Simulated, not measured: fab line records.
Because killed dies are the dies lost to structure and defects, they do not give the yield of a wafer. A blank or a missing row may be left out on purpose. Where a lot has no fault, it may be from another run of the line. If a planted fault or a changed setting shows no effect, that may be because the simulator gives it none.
Code-filled problem report in 8D (eight disciplines) form / flow sky130 / the parts of the form that need people (team, actions taken, sign-off) are left out

== 1. PROBLEM STATEMENT ==
Mean of chamberPressurePa at SKY_METAL5_SPUTTER_02: 0.4405 Pa over 2 wafers from 1 lot, against 0.4000 Pa (standard deviation 0.00083) on wafers with no fault. Relative to the usual mean, that is a shift of +49 standard deviations.
The step: material AlCu, target thk 1150 nm, time 61.2 s.
Earliest sighting: wafer L448.3 on pvdSputter-01 at day 47 02:20. At this step, 36 wafers from 12 lots have a number in the record. The rule behind "out" and "out of limits": a value lying over 4 standard deviations away from the usual mean. Any other wafer with a number is counted as sound.

== 2. WHAT IT IS; WHAT IT IS NOT ==
question=which readings at this step | is=chamberPressurePa | is not=throttleValvePct
question=which lots | is=L448 | is not=L432, L433, L434, L435, L436, L437, L438, L439, L440, L454, L455
question=which wafers of those lots | is=L448.3, L448.5 | is not=L448.1
question=read on which tools | is=pvdSputter-01 | is not=pvdSputter-03, pvdSputter-04
question=when | is=from day 47 02:20 | is not=up to then (28 sound wafers); but 6 sound wafers of L454, L455 came after

== 3. SUSPECTS, AND WHAT RULES EACH OUT ==
Counting: if a tool at a process step up to the reading ran every lot that is out, it stays a suspect. Sound lots after the first of them don't rule it out here, since some wafers of a struck lot are sound.
- pvdSputter-02 at SKY_METAL4_SPUTTER_03 (material Ti, target thk 5 nm, time 3.3 s): kept. It ran the lot that is out, L448 (day 44 10:43); its last sound lot up to then is L440 (day 41 18:44).
- pvdSputter-01 at SKY_METAL5_SPUTTER_02 (material AlCu, target thk 1150 nm, time 61.2 s): kept. It ran the lot that is out, L448 (day 47 02:20); its last sound lot up to then is L432 (day 42 02:08). Out on those wafers are its own readings of chamberPressurePa.
What counting leaves: pvdSputter-02 at SKY_METAL4_SPUTTER_03 and pvdSputter-01 at SKY_METAL5_SPUTTER_02.

== 4. THE CAUSE (what the simulator had put in) ==
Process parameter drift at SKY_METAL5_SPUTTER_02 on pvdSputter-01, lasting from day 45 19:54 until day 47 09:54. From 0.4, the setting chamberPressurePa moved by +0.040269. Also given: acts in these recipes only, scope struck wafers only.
Of the 2 suspects that counting leaves, this tool is one.

== 5. SEQUENCE OF EFFECTS, ordered by route ==
Rows list readings where the struck wafers' mean (over those with a number) sits beyond 3 standard deviations from the usual. Readings are gone through only where the record gives a usual standard deviation; hours: the median, over the lots, of the time from a lot's start at the first step in this table giving one to that lot's start at this step; sigmas: the change measured in usual standard deviations.
hours=0; step=SKY_METAL5_SPUTTER_02; reading=chamberPressurePa; usual=0.4000 Pa; on struck wafers=0.4405; change=+0.0405; sigmas=+49
Its process steps:
- SKY_METAL5_SPUTTER_02: material AlCu, target thk 1150 nm, time 61.2 s.

== 6. WHAT WOULD HAVE CAUGHT IT SOONER ==
In this record the first reading out of limits was taken at day 47 02:20, 30 hours after the fault began at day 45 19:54.
